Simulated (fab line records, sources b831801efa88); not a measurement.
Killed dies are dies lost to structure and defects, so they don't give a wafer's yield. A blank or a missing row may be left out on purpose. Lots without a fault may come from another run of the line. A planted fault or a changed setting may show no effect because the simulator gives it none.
A struck lot beside a sound one | flow sfq_line | 24 steps out of a route of 325
Sound: wafers L654.1, L654.2, L654.4. Struck: wafers L658.1, L658.3, L658.4. The cause comes at the end.
At each step with rows: each side's tool, then ch and its chambers, then its first start. Under that, the readings that differ: sound wafers | struck wafers | difference of the means | sigmas: that difference in standard deviations of wafers without a fault.
alike: readings whose means differ by less than 2 such deviations, and words and numbers that are the same on both sides. not compared: withheld readings, readings that some wafer has no value for, bounds like >300 that may hide the same value, and numbers for which the record gives no deviation and whose values overlap.
The two part at a step that has a row with sigmas, a row that says differs or no value, or rows on one side only. Numbers that don't overlap but have no deviation are shown without sigmas and don't part them. A reading that every wafer of one side lacks parts them only if that side has two wafers or more.

first, 2 steps without rows for these wafers: SFQ_TRILAYER_I1_VIA_STRIP_SOLV_CLEAN_054 (cleans in NMP, time 600 s); SFQ_TRILAYER_M2_DEP_PRE_CLEAN_056 (time 22.5 s).
SFQ_TRILAYER_M2_DEP_SPUTTER_055: material Nb, target thk 200 nm, time 133.3 s.
  sound on pvd_sputter-05, day 15 17:09; struck on pvd_sputter-05, day 17 01:33
  alike: throttle_valve_pct
SFQ_M2_RS_MEAS_914: measures by four-point-probe.
  sound on film_metro-02, day 15 17:14; struck on film_metro-04, day 17 01:38
  alike: M2_NB_RS
then, 6 steps without rows for these wafers: SFQ_TRILAYER_M2_LITHO_COAT_062 (resist thk 62 nm); SFQ_TRILAYER_M2_LITHO_COAT_057 (resist thk 600 nm); SFQ_TRILAYER_M2_LITHO_SOFTBAKE_061; SFQ_TRILAYER_M2_LITHO_EXPOSE_058 (exposes mask M2, target cd 500 nm); SFQ_TRILAYER_M2_LITHO_PEB_060 (peb time 60 s); SFQ_TRILAYER_M2_LITHO_DEVELOP_059 (time 60 s).
-- the record jumps here: 4 days lie between the struck wafers' starts before and after --
SFQ_M2_OVL_MEAS_916:
  sound on overlay-02, day 20 01:31; struck on overlay-02, day 21 12:13
  alike: M2_OVL
SFQ_TRILAYER_M2_BARC_OPEN_METAL_ETCH_077: etches BARC in O2, target depth 125 nm, time 41.7 s.
  sound on rie_metal-03 ch 0,1, day 20 01:33; struck on rie_metal-03 ch 0,1, day 21 12:15
  no value came back on the struck wafers for bias_w (W), chamber_pressure_mTorr (mTorr), drypump_motor_current_A (A), oes_product_au (a.u.); on the sound wafers bias_w (W) reads 80.11 79.67 80.00
  reading                                             | sound             | struck            | difference | sigmas
  model.KrF_of_TRILAYER_M2_LITHO_COAT_057.thk_nm (nm) | 525.3 524.9 524.9 | 573.3 575.4 572.9 | +48.8      |
  not compared: rf_hours_counter_h
SFQ_TRILAYER_M2_ETCH_METAL_ETCH_060: etches Nb in Cl2/Ar, stops on SiO2, target depth 240 nm, time 120 s.
  sound on rie_metal-03 ch 0,1, day 20 01:37; struck on rie_metal-03 ch 0,1, day 21 12:19
  reading                                             | sound             | struck            | difference | sigmas
  oes_product_au (a.u.)                               | 0.890 0.899 0.896 | 0.374 0.376 0.376 | -0.520     | -78
  model.KrF_of_TRILAYER_M2_LITHO_COAT_057.thk_nm (nm) | 384.6 383.1 382.8 | 431.2 434.4 430.7 | +48.6      |
  alike: bias_w, chamber_pressure_mTorr, drypump_motor_current_A
  not compared: rf_hours_counter_h
SFQ_TRILAYER_M2_STRIP_STRIP_061: strips in O2.
  sound on rie_metal-03 ch 0,1, day 20 01:44; struck on rie_metal-03 ch 0,1, day 21 12:26
  alike: drypump_motor_current_A, oes_product_au
  not compared: rf_hours_counter_h
then, 1 step without rows for these wafers: SFQ_TRILAYER_M2_STRIP_SOLV_CLEAN_062 (cleans in NMP, time 600 s).
SFQ_TRILAYER_I2_DEP_PECVD_063: deposits SiO2 from SiH4/N2O, time 111.11 s, target thk 500 nm.
  sound on pecvd-03 ch 0,1,2, day 20 02:31; struck on pecvd-04 ch 0,1,2, day 21 13:13
  alike: heater_power_outer_w, heater_power_w, susceptor_temp_C, throttle_valve_pct
  not compared: since_wet_clean_h
SFQ_TRILAYER_I2_CMP_CMP_064: polishes SiO2.
  sound on cmp-02 ch 1,2,3, day 20 10:31; struck on cmp-01 ch 0,2,3, day 22 00:08
  alike: motor_current_A, time_to_endpoint_s
SFQ_I2_BOW_MEAS_917:
  sound on film_metro-02, day 20 13:01; struck on film_metro-04, day 22 03:08
  alike: I2_BOW
SFQ_TRILAYER_I2_METRO_MEASURE_065:
  sound on film_metro-02, day 20 13:08; struck on film_metro-04, day 22 03:16
  alike: thk_nm
then, 3 steps without rows for these wafers: SFQ_TRILAYER_I2_VIA_LITHO_COAT_072 (resist thk 62 nm); SFQ_TRILAYER_I2_VIA_LITHO_COAT_067 (resist thk 650 nm); SFQ_TRILAYER_I2_VIA_LITHO_SOFTBAKE_071.
-- the record jumps here: 3 days lie between the struck wafers' starts before and after --
SFQ_TRILAYER_I2_VIA_LITHO_EXPOSE_068: exposes mask I2, target cd 500 nm.
  sound on krf_scanner-01 ch 0, day 22 23:44; struck on krf_scanner-01, day 25 05:28
  no value came back on the struck wafers for exposure_dose_mJ_cm2, focus_offset_nm (nm); on the sound wafers exposure_dose_mJ_cm2 reads 21.297 21.339 21.321
  alike: mask
then, 1 step without rows for these wafers: SFQ_TRILAYER_I2_VIA_LITHO_PEB_070 (peb time 60 s).

WHERE THEY PART
First at SFQ_TRILAYER_M2_BARC_OPEN_METAL_ETCH_077; last, within this record, at SFQ_TRILAYER_I2_VIA_LITHO_EXPOSE_068.

WHY: what the simulator had put in
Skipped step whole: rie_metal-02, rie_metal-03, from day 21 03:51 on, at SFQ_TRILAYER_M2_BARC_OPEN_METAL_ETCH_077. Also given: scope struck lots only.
